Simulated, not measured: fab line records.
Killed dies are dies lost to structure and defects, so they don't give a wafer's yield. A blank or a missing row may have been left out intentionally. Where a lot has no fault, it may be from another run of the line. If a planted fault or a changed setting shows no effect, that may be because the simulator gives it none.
fab line records | flow sky130
record: lots: 7 wafers: 21 last-day: 50
route steps=708 shown LDD_HVP@281 LDD_LDN@289 PAD_OPEN@708
lots with no fault: from the same line, run without faults
start-h: hours from the record's first day to the start of the lot's first wafer shown | wait-h: hours from the lot's prior step to this one | " unchanged from the row above | L1.1+2: a row that stands for several wafers | - no value present, or no start provided | * or withheld: withheld | < > ~ a bound
route shown NAME@n: a module of which the file shows steps, and the number in the route of the first | usual: the fault-free wafers' mean and standard deviation | same: alike in all rows | chamber/n: place in a boat | sites: readings site by site | _std_site: the values' standard deviation | _edge_site: outer sites' mean less inner sites' | radius-mm: for every site, how far away it sits from the centre of the wafer | mask NAME#n: copy n | behind: tool/chamber where the wafer was last shaped | hold: the reason the lot was held/the length of the hold in hours/how it ended | device: transistor that didn't switch, given as n, p or np | end of line: tests of these same wafers at the route's end | where a step has no rows: the recipe by itself | killed: count of dies lost to structure and defects at first sort (not the wafer's yield) | map: a wafer's dies, marking killed ones x, the rest . and places with no die _
set.NAME: setting as actually run; set.NAME@STEP: the setting as run at that earlier step | model.NAME: the simulator's own value behind a step, which no gauge read
a table for each step, a row for each wafer; lots at some steps of the route
services: the hour from which a tool's chamber was out of use, counted from the record's first day as start-h (under 0 if before that day), plus the number of hours and why
== steps ==
step: SKY_LDD_HVP_SOFTBAKE_03
recipe: temp-c: 90 time-s: 60 resist: NOVOLAK
step: SKY_LDD_HVP_EXPOSE_04
recipe: mask-id: HVPTM na: 0.6 source-shape: conventional sigma-outer: 0.6 polarization: unpolarized target-cd-nm: 700 dose-mj: 86
step: SKY_LDD_HVP_PEB_05
recipe: temp-c: withheld time-s: * resist: NOVOLAK
step: SKY_LDD_HVP_DEVELOP_06
recipe: resist: NOVOLAK developer: TMAH develop-time-s: 60 dev-temp-c: 23
step: SKY_LDD_HVP_OVL_MEAS_07
usual: LDD_HVP_OVL: 0.2/1.5
columns lot.wafer tool chamber start-h wait-h LDD_HVP_OVL[nm]
L661.3 overlay-02 - 512.40 0.1 1.6
L661.4 " - " " 0.1
L661.6 " - " " 0.9
L667.2 overlay-02 - 583.99 0.1 -0.9
L667.3 " - " " -1.3
L667.4 " - " " -0.6
L665.3 overlay-01 - 587.40 0.1 2.0
L665.5 " - " " 2.0
L665.6 " - " " 1.1
L673.2 overlay-01 - 628.35 0.1 -1.7
L673.3 " - " " 0.4
L673.4 " - " " -0.6
L674.3 overlay-01 - 641.62 0.1 0.3
L674.5 " - " " -1.3
L674.6 " - " " -2.0
L675.1 overlay-01 - 647.14 0.1 1.6
L675.3 " - " " 1.1
L675.5 " - " " 2.0
L681.1 overlay-02 - 686.94 0.1 0.7
L681.2 " - " " 1.4
L681.5 " - " " 2.1
step: SKY_LDD_HVP_IMPLANT_08
recipe: species: B energy-kev: 20 dose-cm2: 1.7e+13 tilt-deg: 17.9
step: SKY_LDD_HVP_STRIP_09
recipe: chemistry: O2/N2 power-w: 1400 pressure-mtorr: 1500 platen-temp-c: withheld o2-flow-sccm: 3000 n2-flow-sccm: 300 overash-fraction: 0.5
usual: drypump-motor-current-A: 5.6/0.49 oes-product-au: 0.409/0.0046 strip-time-to-endpoint-s: 4.140/0.015
columns lot.wafer tool chamber start-h wait-h drypump-motor-current-A oes-product-au rf-hours-counter-h strip-time-to-endpoint-s
L661.3 plasma-asher-02 0 512.61 0.1 5.8 0.404 - 4.120
L661.4 " 1 " " 5.9 0.406 - 4.145
L661.6 " 1 " " 5.9 0.415 - 4.145
L667.2 plasma-asher-02 0 584.17 0.1 5.8 0.409 15 4.114
L667.3 " 0 " " 5.8 0.406 - 4.120
L667.4 " 1 " " 5.9 0.408 - 4.124
L665.3 plasma-asher-01 1 587.61 0.1 5.9 0.410 - 4.151
L665.5 " 1 " " 5.9 0.405 - 4.141
L665.6 " 0 " " 5.3 0.410 - 4.148
L673.2 plasma-asher-01 0 628.53 0.1 5.3 0.403 94 4.132
L673.3 " 0 " " 5.3 0.415 - 4.114
L673.4 " 1 " " 6.0 0.404 - 4.150
L674.3 plasma-asher-03 0 641.83 0.1 4.8 0.414 - 4.110
L674.5 " 1 " " 6.1 0.419 - 4.136
L674.6 " 0 " " 4.8 0.408 - 4.134
L675.1 plasma-asher-03 1 647.32 0.1 6.1 0.408 84 4.156
L675.3 " 0 " " 4.9 0.409 - 4.140
L675.5 " 1 " " 6.1 0.412 - 4.167
L681.1 plasma-asher-03 1 687.13 0.1 6.1 0.416 88 4.121
L681.2 " 0 " " 4.8 0.400 88 4.121
L681.5 " 1 " " 6.1 0.407 - 4.126
step: SKY_LDD_HVP_TW_MEAS_10
usual: LDD_HVP_TW: 453.4/2.8
columns lot.wafer tool chamber start-h wait-h LDD_HVP_TW
L661.3 film-metro-01 - 512.69 0.1 458.0
L661.4 " - " " 456.1
L661.6 " - " " 453.4
L667.2 film-metro-02 - 584.28 0.1 453.6
L667.3 " - " " 454.5
L667.4 " - " " 454.1
L665.3 film-metro-01 - 587.69 0.1 451.2
L665.5 " - " " 455.1
L665.6 " - " " 454.7
L673.2 film-metro-01 - 628.64 0.1 457.9
L673.3 " - " " 456.0
L673.4 " - " " 457.0
L674.3 film-metro-03 - 641.92 0.1 450.9
L674.5 " - " " 450.7
L674.6 " - " " 451.6
L675.1 film-metro-03 - 647.42 0.1 451.1
L675.3 " - " " 450.2
L675.5 " - " " 451.8
L681.1 film-metro-03 - 687.23 0.1 455.1
L681.2 " - " " 455.1
L681.5 " - " " 453.1
step: SKY_LDD_LDN_DEHYDRATE_00
recipe: temp-c: 200 time-s: 60
step: SKY_LDD_LDN_HMDS_01
recipe: prime-time-s: 60 prime-temp-c: 120
step: SKY_LDD_LDN_COAT_02
recipe: resist: NOVOLAK spin-rpm: 3000 resist-thk-nm: 1140
step: SKY_LDD_LDN_SOFTBAKE_03
recipe: temp-c: 90 time-s: 60 resist: NOVOLAK
step: SKY_LDD_LDN_EXPOSE_04
recipe: mask-id: LDNTM na: 0.6 source-shape: conventional sigma-outer: 0.6 polarization: unpolarized target-cd-nm: 700 dose-mj: 140
columns lot.wafer tool chamber start-h wait-h mask model.LDD_LDN.overlay-x-nm
L661.3+4+6 iline-stepper-02 0 527.73 - LDNTM#0 0.2932
L667.2+3+4 iline-stepper-01 0 599.40 - LDNTM#0 0.3642
L665.3+5+6 iline-stepper-01 0 602.73 - LDNTM#0 -0.4709
L673.2+3+4 iline-stepper-02 0 642.96 - LDNTM#0 59.55
L674.3+5+6 iline-stepper-02 0 656.45 - LDNTM#0 59.63
L675.1+3+5 iline-stepper-02 0 661.39 - LDNTM#0 61.31
L681.1+2+5 iline-stepper-01 0 701.15 - LDNTM#0 -0.273
step: SKY_LDD_LDN_PEB_05
recipe: temp-c: withheld time-s: * resist: NOVOLAK
step: SKY_LDD_LDN_DEVELOP_06
recipe: resist: NOVOLAK developer: TMAH develop-time-s: 60 dev-temp-c: 23
step: SKY_LDD_LDN_OVL_MEAS_07
usual: LDD_LDN_OVL: 0.0/1.3
columns lot.wafer tool chamber start-h wait-h hold LDD_LDN_OVL[nm]
L661.3 overlay-01 - 542.49 0.1 - 0.5
L661.4 " - " " - -0.4
L661.6 " - " " - -1.0
L667.2 overlay-02 - 613.33 0.1 - -1.6
L667.3 " - " " - 0.3
L667.4 " - " " - -0.2
L665.3 overlay-01 - 616.89 0.1 - -2.4
L665.5 " - " " - -0.9
L665.6 " - " " - -0.2
L673.2 overlay-02 - 657.13 0.1 await-dispo/0.2h/release 59.2
L673.3 " - " " await-dispo/0.2h/release 59.9
L673.4 " - " " await-dispo/0.2h/release 58.9
L673.2 overlay-02 - 657.33 0.2 - 59.7
L673.3 " - " " - 61.1
L673.4 " - " " - 59.8
L674.3 overlay-01 - 670.14 0.1 await-dispo/0.2h/release 60.3
L674.5 " - " " await-dispo/0.2h/release 60.7
L674.6 " - " " await-dispo/0.2h/release 60.5
L674.3 overlay-01 - 670.34 0.2 - 61.2
L674.5 " - " " - 61.4
L674.6 " - " " - 61.5
L675.1 overlay-01 - 674.74 0.1 await-dispo/0.2h/release 60.4
L675.3 " - " " await-dispo/0.2h/release 61.0
L675.5 " - " " await-dispo/0.2h/release 61.7
L675.1 overlay-01 - 674.94 0.2 - 61.6
L675.3 " - " " - 62.3
L675.5 " - " " - 62.1
L681.1 overlay-01 - 714.49 0.1 - 0.6
L681.2 " - " " - -0.2
L681.5 " - " " - 0.3
step: SKY_PAD_OPEN_PROBE_99
usual: defect-limited-yield: 82.2/1.8 killed_at_M0_to_M3: 44/6 killed_at_M4_up: 3.3/2.1 killed-at-contacts: 25/5.5 killed-at-front-end: 15/4.3 killed-at-other: 0.2/0.41 killed-dies: 88/9.1 killed-open: 48/6.6 killed-short: 39/6.7 sort_bin_3_pad_short: 0.9/0.4 sort_bin_5_function: 10.4/1.5 sort_bin_6_memory: 6.5/1.1 sort-n-pass: 404/9.1 sort-yield-pct: 82.2/1.8
same: gross-dies: 492 killed-at-back-side: 0 sort_bin_4_leakage[%]: 0 sort_bin_8_speed[%]: 0
columns lot.wafer tool chamber start-h wait-h defect-limited-yield[%] killed_at_M0_to_M3 killed_at_M4_up killed-at-contacts killed-at-front-end killed-at-other killed-dies killed-open killed-short sort_bin_3_pad_short[%] sort_bin_5_function[%] sort_bin_6_memory[%] sort-n-pass sort-yield-pct[%]
L667.2 prober-02 - 1135.52 0.1 80.1 46 5 30 17 0 98 50 48 0.6 13.8 5.5 394 80.1
L667.3 prober-02 - 1135.57 0.2 81.3 39 2 36 14 1 92 45 46 0.8 10.6 7.3 400 81.3
L667.4 prober-02 - 1135.62 0.2 83.9 31 2 32 13 1 79 44 35 0.8 8.3 6.9 413 83.9
L681.1 prober-01 - 1195.91 0.1 79.7 52 2 28 18 0 100 67 33 0.8 12.6 6.9 392 79.7
L681.2 prober-01 - 1195.96 0.1 80.9 46 4 29 15 0 94 53 41 0.4 10.2 8.5 398 80.9
L681.5 prober-01 - 1196.11 0.2 80.1 41 5 29 23 0 98 46 52 1.0 11.0 7.9 394 80.1
killed by level:class
L667.2 CONTACT:geometric-particle:open=14 VIA1:geometric-particle:short=9 LI_CONTACT:geometric-particle:open=7 VIA1:geometric-particle:open=7 VIA3:geometric-particle:open=7 POLY_GATE:geometric-particle:short=5 METAL2:geometric-particle:short=5 CONTACT:geometric-particle:short=5
L667.3 CONTACT:geometric-particle:short=10 VIA1:geometric-particle:open=9 CONTACT:geometric-particle:open=8 VIA2:geometric-particle:open=7 LI_CONTACT:geometric-particle:open=6 LI_CONTACT:geometric-particle:short=5 METAL1:geometric-particle:short=5 LOCAL_INTERCONNECT:geometric-particle:short=5
L667.4 CONTACT:geometric-particle:open=12 LI_CONTACT:geometric-particle:open=7 VIA1:geometric-particle:open=7 LI_CONTACT:geometric-particle:short=5 VIA2:geometric-particle:short=5 LOCAL_INTERCONNECT:geometric-particle:short=4 POLY_GATE:geometric-particle:open=4 FIELD_ISO:geometric-particle:short=3
L681.1 VIA1:geometric-particle:open=22 LI_CONTACT:geometric-particle:open=13 CONTACT:geometric-particle:open=9 FIELD_ISO:geometric-particle:open=7 VIA2:geometric-particle:open=6 VIA1:geometric-particle:short=5 VIA3:geometric-particle:open=5 FIELD_ISO:geometric-particle:short=4
L681.2 LI_CONTACT:geometric-particle:open=11 VIA1:geometric-particle:open=10 FIELD_ISO:geometric-particle:open=6 CONTACT:geometric-particle:open=6 VIA1:geometric-particle:short=6 METAL2:geometric-particle:short=5 VIA2:geometric-particle:open=5 FIELD_ISO:geometric-particle:short=4
L681.5 CONTACT:geometric-particle:open=12 VIA1:geometric-particle:open=9 METAL1:geometric-particle:short=8 FIELD_ISO:geometric-particle:open=6 CONTACT:geometric-particle:short=6 VIA1:geometric-particle:short=6 POLY_GATE:geometric-particle:open=5 POLY_GATE:geometric-particle:short=5
== services ==
columns tool chamber start-h hours kind
iline-stepper-02 0 522.26 - calibration
iline-stepper-01 - 523.07 1.7 pm
iline-stepper-02 - 525.18 2.1 pm
iline-stepper-02 - 527.26 - consumable-replace:lamp
iline-stepper-01 0 554.50 - calibration
iline-stepper-02 - 602.57 10.5 repair
iline-stepper-02 - 619.68 4.4 repair
plasma-asher-03 - 624.63 2.8 pm
plasma-asher-02 - 625.56 10.3 pm
iline-stepper-02 - 640.00 1.7 pm
iline-stepper-01 - 642.17 24.6 repair
== key ==
first-sign: step: SKY_LDD_LDN_OVL_MEAS_07 reading: visit direction: added
effect: step: SKY_LDD_LDN_OVL_MEAS_07 reading: LDD_LDN_OVL direction: up sigmas: 45 usual: 0.0 struck: 60.3
model-effect: step: SKY_LDD_LDN_EXPOSE_04 value: LDD_LDN.overlay-x-nm without: -0.1052 struck: 60.16
met-at SKY_LDD_LDN_EXPOSE_04
struck-wafers L673.2,L673.3,L673.4,L674.3,L674.5,L674.6,L675.1,L675.3,L675.5
scrapped-behind SKY_LDD_LDN_OVL_MEAS_07 L673.2,L673.3,L673.4,L674.3,L674.5,L674.6,L675.1,L675.3,L675.5
onset-between 527.73 642.96
fault: kind: scanner-matching-overlay tool: iline-stepper-02 chamber: - onset-h: 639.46 steps: SKY_LDD_LDN_EXPOSE_04 offset: 60.268
